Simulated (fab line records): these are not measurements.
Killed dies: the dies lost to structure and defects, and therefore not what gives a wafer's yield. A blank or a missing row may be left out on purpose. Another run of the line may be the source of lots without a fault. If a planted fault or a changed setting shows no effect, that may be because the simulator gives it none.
A lot that was struck, set against a sound lot / flow sfq line / 32 steps out of a route of 325
Sound: the wafers L225.1, L225.2, L225.3. Struck: wafer L229.2 (left out: L229.3, a lot-mate that was not struck); the cause follows at the end.
At each step with rows: each side's tool, then ch and its chambers, then its first start. Under that, the readings that differ: sound wafers / struck wafers / difference of the means / sigmas: that difference in standard deviations of wafers without a fault.
alike: same words and numbers on both sides, and readings whose means sit less than 2 such deviations apart. not compared: any withheld reading, any reading some wafer has no value for, any bound like >300 that may hide the same value, and any number with overlapping values for which the record gives no deviation.
The two part at a step that has a row with sigmas, a row that says differs or no value, or rows on one side only. When numbers do not overlap yet have no deviation, they are printed without sigmas and do not part them. A reading missing from all wafers of one side parts the sides only when that side holds two or more wafers.

SFQ_INCOMING_BOW_MEAS_900:
  struck on film metro-03, day 3 07:01; sound on film metro-03, day 2 11:00
  alike: INCOMING_BOW
then, 1 step without rows for these wafers: SFQ_TRILAYER_INCOMING_OXIDATION_002 (target thk 500 nm, ox time 4939 s).
SFQ_TRILAYER_L0_DEP_SPUTTER_003: material MoNx KI, target thk 40 nm, time 100 s.
  struck on pvd sputter-03, day 3 09:29; sound on pvd sputter-03, day 2 13:29
reading=model.MoNx_KI_of_TRILAYER_L0_DEP_SPUTTER_003.thk nm (nm); sound=39.84 40.15 40.4; struck=48.69; difference=+8.56; sigmas=
  alike: throttle valve pct
SFQ_L0_RS_MEAS_901: measurement is done with a four-point probe.
  struck on film metro-01, day 3 09:35; sound on film metro-02, day 2 13:34
reading=L0_MONX_KI_RS (ohm/sq); sound=43.7 43.2 43.0; struck=35.6; difference=-7.7; sigmas=-21
SFQ_L0_THK_MEAS_902: measures by xrf.
  struck on film metro-01, day 3 09:41; sound on film metro-02, day 2 13:41
reading=L0_MONX_KI_THK (nm); sound=40.5 41.0 41.3; struck=49.5; difference=+8.6; sigmas=+22
then, 7 steps without rows for these wafers: SFQ_TRILAYER_L0_LITHO_COAT_010 (resist thk 62 nm); SFQ_TRILAYER_L0_LITHO_COAT_005 (resist thk 600 nm); SFQ_TRILAYER_L0_LITHO_SOFTBAKE_009; SFQ_TRILAYER_L0_LITHO_EXPOSE_006 (exposes mask L0, target cd 2000 nm); SFQ_TRILAYER_L0_LITHO_PEB_008 (peb time 60 s); SFQ_TRILAYER_L0_LITHO_DEVELOP_007 (time 60 s); SFQ_TRILAYER_L0_BARC_OPEN_METAL_ETCH_010 (etches BARC in O2, target depth 125 nm, time 41.7 s).
-- the record jumps here: 3 days lie between the struck wafers' starts before and after --
SFQ_TRILAYER_L0_ETCH_METAL_ETCH_008: etches MoNx KI in SF6/O2, stops on SiO2, target depth 50 nm, time 25 s.
  sound on rie metal-02 ch 0, day 5 11:37; struck on rie metal-01 ch 0, day 6 10:22
reading=oes product au (a.u.); sound=0.872 0.873 0.882; struck=0.981; difference=+0.105; sigmas=+18
  alike: drypump motor current A
  not compared: rf hours counter h
then, 2 steps without rows for these wafers: SFQ_TRILAYER_L0_STRIP_STRIP_009 (strips in O2); SFQ_TRILAYER_L0_STRIP_SOLV_CLEAN_010 (cleans in NMP, time 600 s).
SFQ_TRILAYER_L0_CAP_PECVD_011: deposits SiO2 from SiH4/N2O, time 13.333 s, target thk 60 nm.
  sound on pecvd-04 ch 0,1,2, day 5 13:06; struck on pecvd-01 ch 0, day 6 11:11
reading=throttle valve pct (%); sound=22.6 23.9 22.7; struck=30.9; difference=+7.8; sigmas=+3
  alike: heater power w, showerhead vpp V
then, 6 steps without rows for these wafers: SFQ_TRILAYER_L0_VIA_LITHO_COAT_018 (resist thk 62 nm); SFQ_TRILAYER_L0_VIA_LITHO_COAT_013 (resist thk 650 nm); SFQ_TRILAYER_L0_VIA_LITHO_SOFTBAKE_017; SFQ_TRILAYER_L0_VIA_LITHO_EXPOSE_014 (exposes mask L0V, target cd 700 nm); SFQ_TRILAYER_L0_VIA_LITHO_PEB_016 (peb time 60 s); SFQ_TRILAYER_L0_VIA_LITHO_DEVELOP_015 (time 60 s).
-- the record jumps here: 4 days lie between the struck wafers' starts before and after --
SFQ_L0V_OVL_MEAS_903:
  struck on overlay-01, day 10 10:32; sound on overlay-01, day 9 04:32
  alike: L0V_OVL
SFQ_TRILAYER_L0_VIA_BARC_OPEN_VIA_ETCH_021: etches BARC in O2, target depth 125 nm, time 41.7 s.
  sound on rie diel-01 ch 0,2,3, day 9 04:34; struck on rie diel-02 ch 2, day 10 10:34
  alike: drypump motor current A, oes product au
  not compared: rf hours counter h
SFQ_TRILAYER_L0_VIA_ETCH_VIA_ETCH_016: etches SiO2 in CHF3, stops on MoNx KI, target depth 80 nm.
  sound on rie diel-01 ch 0,2,3, day 9 04:36; struck on rie diel-02 ch 2, day 10 10:36
  alike: drypump motor current A, oes product au
SFQ_TRILAYER_L0_VIA_STRIP_STRIP_017: strips in O2.
  sound on rie metal-04 ch 0,1, day 9 04:39; struck on rie metal-04 ch 1, day 10 10:39
  alike: drypump motor current A, oes product au, platen temp c
  not compared: rf hours counter h
then, 2 steps without rows for these wafers: SFQ_TRILAYER_L0_VIA_STRIP_SOLV_CLEAN_018 (cleans in NMP, time 600 s); SFQ_TRILAYER_M0_DEP_PRE_CLEAN_020 (time 15 s).
SFQ_TRILAYER_M0_DEP_SPUTTER_019: material Nb, target thk 200 nm, time 133.3 s.
  struck on pvd sputter-04, day 10 11:27; sound on pvd sputter-03, day 9 05:27
  alike: substrate temp c, throttle valve pct
SFQ_M0_RS_MEAS_904: measurement is done with a four-point probe.
  struck on film metro-04, day 10 11:34; sound on film metro-02, day 9 05:32
  alike: M0_NB_RS
then, 1 step without rows for these wafers: SFQ_TRILAYER_M0_LITHO_COAT_026 (resist thk 62 nm).
-- the record jumps here: 65 days lie between the struck wafers' starts before and after --
SFQ_M8_BOW_MEAS_951:
  struck on film metro-03, day 75 00:39; sound on film metro-02, day 70 20:44
reading=model.etest.l0.ohm sq; sound=43.65 43.31 43.04; struck=35.72; difference=-7.61; sigmas=
reading=model.etest.l0v.link ohm; sound=44.56 44.22 43.95; struck=36.62; difference=-7.62; sigmas=
reading=model.etest.l0.ohm um; sound=21.81 21.63 21.51; struck=17.85; difference=-3.80; sigmas=
  alike: M8_BOW

## WHERE THEY PART
Earliest at SFQ_L0_RS_MEAS_901; latest, in this record, at SFQ_TRILAYER_L0_CAP_PECVD_011. Later steps at which nothing parts them and some readings are alike: SFQ_L0V_OVL_MEAS_903, SFQ_TRILAYER_L0_VIA_BARC_OPEN_VIA_ETCH_021, SFQ_TRILAYER_L0_VIA_ETCH_VIA_ETCH_016, SFQ_TRILAYER_L0_VIA_STRIP_STRIP_017, SFQ_TRILAYER_M0_DEP_SPUTTER_019, SFQ_M0_RS_MEAS_904, SFQ_M8_BOW_MEAS_951.

WHY: what the simulator had put in
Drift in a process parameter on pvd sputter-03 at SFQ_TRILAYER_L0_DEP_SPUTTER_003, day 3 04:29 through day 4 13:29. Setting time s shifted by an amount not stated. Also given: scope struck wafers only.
